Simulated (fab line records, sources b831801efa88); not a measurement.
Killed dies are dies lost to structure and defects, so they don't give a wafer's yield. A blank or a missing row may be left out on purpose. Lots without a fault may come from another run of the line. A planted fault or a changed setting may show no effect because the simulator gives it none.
Which tool did it? | flow sky130 | 12 lots, 36 wafers sampled, at 3 steps of a route of 708

WHAT THE GAUGES READ, wafer by wafer
SKY_METAL4_CD_MEAS_13: target cd 300 nm.
lot  | measured     | on        | cd_nm (nm)
L597 | day 41 17:12 | cd_sem-02 | 300.9 300.2 300.1
L599 | day 42 11:38 | cd_sem-01 | 301.4 300.0 301.2
L600 | day 42 14:10 | cd_sem-02 | 298.0 298.7 297.5
L601 | day 43 11:26 | cd_sem-02 | 299.6 299.9 299.6
L602 | day 43 15:04 | cd_sem-01 | 300.6 300.1 300.0
L605 | day 44 07:52 | cd_sem-02 | 301.4 302.4 301.1
L603 | day 45 00:34 | cd_sem-02 | 302.1 303.6 301.4
L607 | day 45 01:57 | cd_sem-02 | 302.7 302.3 302.7
L609 | day 45 09:46 | cd_sem-01 | 301.0 299.1 300.4
L613 | day 46 09:53 | cd_sem-01 | 301.5 301.3 300.7
L614 | day 46 15:18 | cd_sem-01 | 303.1 303.4 303.1
L616 | day 47 04:16 | cd_sem-02 | 300.1 301.6 300.4

SKY_VIA4_THK_MEAS_20: measures by xrf.
lot  | measured     | on            | VIA4_W_THK (nm)
L597 | day 42 19:01 | film_metro-04 | 526 516 515
L599 | day 43 13:45 | film_metro-04 | 518 522 522
L600 | day 43 15:25 | film_metro-04 | 530 520 521
L601 | day 44 12:56 | film_metro-01 | 508 496 506
L602 | day 44 15:48 | film_metro-01 | 505 518 505
L605 | day 45 07:55 | film_metro-04 | 518 532 534
L603 | day 46 00:36 | film_metro-01 | 501 505 518
L607 | day 46 01:46 | film_metro-04 | 512 524 519
L609 | day 46 10:00 | film_metro-01 | 529 509 524
L613 | day 47 08:42 | film_metro-03 | 514 497 514
L614 | day 47 13:53 | film_metro-04 | 524 539 520
L616 | day 48 03:08 | film_metro-04 | 524 525 520

WHICH TOOL RAN EACH LOT (tool, then ch and the chambers of the sampled wafers, then the start)
lot  | SKY_VIA3_CMP_24
L597 | cmp-02 ch 1,2, day 39 15:35
L599 | cmp-01 ch 1,2,3, day 40 10:59
L600 | cmp-02 ch 2,3, day 40 13:13
L601 | cmp-02 ch 0,1, day 41 11:23
L602 | cmp-02 ch 0,1,2, day 41 17:18
L605 | cmp-02 ch 0,2,3, day 42 10:45
L603 | cmp-02 ch 0,1,3, day 43 03:41
L607 | cmp-01 ch 1,2, day 43 04:06
L609 | cmp-02 ch 2,3, day 43 12:44
L613 | cmp-02 ch 1,2,3, day 44 13:51
L614 | cmp-02 ch 1,2, day 44 21:17
L616 | cmp-02 ch 1,2, day 45 10:43
- SKY_VIA3_CMP_24: polishes, stops on SiO2, t overpolish 20 s, target thk 0 nm.

WHAT THE TOOLS THEMSELVES READ (means of the sampled wafers that have a number; where no wafer has one, the mark that the record gives instead)
SKY_VIA3_CMP_24.
lot  | tool   | motor_current_A (A) | overpolish_run_s (s) | retaining_ring_pressure_frac | time_to_endpoint_s (s)
L597 | cmp-02 | 11.2                | 20.007               | 1.003                        | 96
L599 | cmp-01 | 11.7                | 20.006               | 1.001                        | 89
L600 | cmp-02 | 10.0                | 20.000               | 0.996                        | 95
L601 | cmp-02 | 10.8                | 20.004               | 0.999                        | 97
L602 | cmp-02 | 11.2                | 19.995               | 1.002                        | 100
L605 | cmp-02 | 10.0                | 19.996               | 1.006                        | 98
L603 | cmp-02 | 10.7                | 19.998               | 1.000                        | 97
L607 | cmp-01 | 12.2                | 19.997               | 1.002                        | 92
L609 | cmp-02 | 9.8                 | 19.984               | 0.995                        | 98
L613 | cmp-02 | 11.1                | 19.992               | 1.001                        | 97
L614 | cmp-02 | 11.3                | 20.001               | 1.007                        | 92
L616 | cmp-02 | 11.2                | 20.000               | 1.002                        | 96

THE ANSWER, worked out from the rows above alone
Rule: what is usual is taken from the lots themselves. Put in order of their means at a reading, lots are off if they are a third of the lots or fewer, leave a main group of 4 or more, and stand apart from it by a gap of 3 or more times the standard deviation of the main group's means; of several such gaps the widest counts. A main group whose means are all the same, to the digits that the tables above print for the reading, isn't used. A lot without any number at a reading at which 4 lots or more have one is off too. The other lots that the step has rows for count as sound. The gauges are gone through in route order, then the tools' own readings, and for those a lot's mean is taken as printed above. The first step at which some lot is off is used, and at that step the reading that is off furthest; a lot without a number counts as furthest.
No lot is off at any reading shown: from this, nothing can be told.

WHAT THE SIMULATOR HAD PUT IN
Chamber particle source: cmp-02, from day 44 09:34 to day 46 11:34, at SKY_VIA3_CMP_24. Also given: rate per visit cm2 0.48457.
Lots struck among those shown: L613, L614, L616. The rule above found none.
